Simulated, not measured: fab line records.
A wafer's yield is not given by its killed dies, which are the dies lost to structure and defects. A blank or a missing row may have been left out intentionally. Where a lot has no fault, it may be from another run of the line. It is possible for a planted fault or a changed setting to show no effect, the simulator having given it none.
Which tool was responsible? / flow sky130 / 7 lots, 21 wafers sampled, at 1 step of a route of 708

WHAT EACH GAUGE READ, for each wafer
SKY_POLY_GATE_THK_MEAS_01.
lot=L196; measured=day 14 06:49; on=film-metro-02; POLY_GATE_CVD_00_THK (nm)=177.1 176.7 179.0
lot=L198; measured=day 14 23:17; on=film-metro-03; POLY_GATE_CVD_00_THK (nm)=185.0 182.8 184.9
lot=L203; measured=day 16 23:02; on=film-metro-03; POLY_GATE_CVD_00_THK (nm)=181.6 183.0 181.6
lot=L206; measured=day 17 19:01; on=film-metro-03; POLY_GATE_CVD_00_THK (nm)=182.6 182.0 181.9
lot=L211; measured=day 19 20:40; on=film-metro-03; POLY_GATE_CVD_00_THK (nm)=179.6 181.7 181.1
lot=L216; measured=day 21 02:58; on=film-metro-02; POLY_GATE_CVD_00_THK (nm)=180.0 178.3 179.0
lot=L218; measured=day 22 04:44; on=film-metro-02; POLY_GATE_CVD_00_THK (nm)=181.3 180.2 180.8

WHICH TOOL RAN EACH LOT (tool, then ch and the chambers of the sampled wafers, then the start)
No process step before these readings appears in the record.

THE ANSWER, worked out from the rows above alone
Rule: the lots themselves supply what counts as usual. Put in order of their means at a reading, lots are off if they are a third of the lots or fewer, leave a main group of 4 or more, and stand apart from it by a gap of 3 or more times the standard deviation of the main group's means; of several such gaps the widest counts. Not used: any main group whose means are identical at the precision the tables above print for the reading. A lot without any number at a reading at which 4 lots or more have one is off too. Any other lot the step has rows for is counted as sound.
Across all readings shown, no lot is off: no conclusion can be drawn from this.

WHAT THE SIMULATOR PUT IN
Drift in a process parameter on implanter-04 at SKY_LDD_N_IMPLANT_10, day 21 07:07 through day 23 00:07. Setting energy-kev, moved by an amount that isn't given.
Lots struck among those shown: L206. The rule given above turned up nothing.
